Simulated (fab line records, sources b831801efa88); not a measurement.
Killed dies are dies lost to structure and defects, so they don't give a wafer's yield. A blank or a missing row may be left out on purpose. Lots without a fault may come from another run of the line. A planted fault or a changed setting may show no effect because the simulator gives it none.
One fault seen from 2 desks | flow sky130 | each desk has only its own numbers; what lay behind them comes last

THE METROLOGY DESK
What the gauges read, lot by lot, whatever tool the lot ran on: means of the sampled wafers that have a number. A lot is out of limits, marked OUT, if its mean lies more than 4 standard deviations from the usual mean; the brackets give that distance.
Columns: A = SONOS_TUNNEL_OVL at SKY_SONOS_TUNNEL_OVL_MEAS_08, usual 0.4 nm; B = GATE_OXIDE_TW at SKY_GATE_OXIDE_TW_MEAS_14, usual 223; C = POLY_GATE_TW at SKY_RES_PROTECT_TW_MEAS_08, usual 3992
lot  | first seen here | A    | B   | C
L727 | day 12 12:49    | -0.2 | 228 | 3970
L728 | day 12 17:19    | 0.8  | 220 | 3973
L732 | day 13 08:56    | 0.2  | 222 | 3970
L736 | day 13 12:36    | -1.0 | 227 | 3974
L737 | day 13 12:49    | 0.1  | 221 | 4004
L738 | day 13 14:05    | 0.1  | 221 | 4029
L739 | day 13 14:52    | -1.1 | 221 | 3969
L740 | day 13 16:13    | -0.5 | 222 | 4008
L746 | day 20 09:13    | 1.7  | 221 | 3971
L745 | day 20 10:10    | 0.8  | 228 | 4017
L747 | day 20 10:52    | 1.0  | 221 | 3939
L748 | day 20 14:14    | 0.1  | 228 | 3959
L749 | day 20 17:56    | 0.3  | 221 | 4037
This desk's finding: nothing out of limits on any of the 13 lots.

THE TOOL OWNER'S DESK: rie_si-02
The tool's own readings at SKY_POLY_GATE_ETCH_17 (etches poly-Si in HBr/Cl2, stops on SiO2, target depth 180 nm, time 70.5 s): means of the sampled wafers that have a number, for each lot that ran on this tool. A lot is out of limits, marked OUT, if its mean lies more than 4 standard deviations from the usual mean; the brackets give that distance.
Columns: A = drypump_motor_current_A at SKY_POLY_GATE_ETCH_17, usual 5.9 A; B = oes_product_au at SKY_POLY_GATE_ETCH_17, usual 0.979 a.u.; C = throttle_valve_pct at SKY_POLY_GATE_ETCH_17, usual 33.684 %
lot  | first seen here | A   | B     | C
L727 | day 17 17:22    | 5.9 | 0.975 | 33.680
L728 | day 17 23:08    | 6.0 | 0.974 | 33.683
L737 | day 19 03:08    | 5.7 | 0.988 | 33.694
L740 | day 19 06:29    | 5.8 | 0.993 | 33.685
L739 | day 19 07:26    | 6.0 | 0.996 | 33.679
L747 | day 26 03:25    | 5.9 | 0.984 | 33.679
L748 | day 26 09:31    | 6.0 | 0.974 | 33.672
L749 | day 26 11:56    | 5.9 | 0.976 | 33.694
This desk's finding: nothing out of limits on any of the 8 lots.

PUT TOGETHER
The metrology desk saw nothing out of limits.
The tool owner's desk saw nothing out of limits.

WHAT THE SIMULATOR HAD PUT IN
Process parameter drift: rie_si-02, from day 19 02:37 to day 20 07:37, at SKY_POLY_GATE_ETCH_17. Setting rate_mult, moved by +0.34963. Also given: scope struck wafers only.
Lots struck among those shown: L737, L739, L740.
